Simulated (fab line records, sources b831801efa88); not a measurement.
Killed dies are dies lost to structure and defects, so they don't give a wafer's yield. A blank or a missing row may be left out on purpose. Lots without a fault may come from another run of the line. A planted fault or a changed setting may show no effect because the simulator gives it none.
Chamber matching | flow gf180mcu | GF_V4_CMP_04 on cmp-02: 4 sister chambers
The step polishes SiO2. 8 wafers are shown with their chamber, then 10 later ones without.

WAFERS WITH THEIR CHAMBER
wafer  | chamber | motor_current_A (A) | time_to_endpoint_s (s)
L358.2 | 3       | 12.8                | 81
L362.1 | 3       | 13.0                | 84
L367.6 | 1       | 9.9                 | 85
L369.3 | 0       | 11.3                | 80
L369.5 | 1       | 9.6                 | 91
L369.6 | 0       | 11.3                | 82
L370.2 | 2       | 14.3                | 81
L370.5 | 2       | 13.9                | 88

WAFERS WITHOUT THEIR CHAMBER
wafer  | motor_current_A (A) | time_to_endpoint_s (s)
L370.6 | 12.6                | 90
L373.1 | 13.9                | 83
L373.2 | 9.9                 | 84
L373.4 | 11.0                | 84
L379.1 | 12.6                | 84
L379.2 | 13.6                | 85
L379.4 | 10.1                | 93
L381.2 | 13.3                | 77
L381.3 | 13.6                | 77
L381.4 | 10.4                | 86

WHICH CHAMBER EACH WENT THROUGH
wafer  | from the rows above     | in truth
L370.6 | 3                       | 3
L373.1 | 2                       | 2
L373.2 | 1                       | 1
L373.4 | 0                       | 0
L379.1 | 3                       | 3
L379.2 | can't be placed: 2 or 3 | 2
L379.4 | 1                       | 1
L381.2 | 3                       | 3
L381.3 | can't be placed: 2 or 3 | 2
L381.4 | can't be placed: 1 or 0 | 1
Placed correctly: 7 of 10. Can't be placed from these rows: 3 (the true chamber is among the candidates in 3). Placed wrongly: 0.
How it was worked out, from the rows above alone: a wafer's distance from a chamber is the root of the sum, over the readings, of the square of ((its reading less the chamber's mean) divided by the reading's scatter). The wafer belongs to the nearest chamber; if the next one is less than 2 further off, it can't be placed. A chamber's mean is the mean of its shown wafers. The scatter: the root of (the sum of the squares of (reading less its chamber's mean) over the shown wafers, divided by (wafers less chambers)).
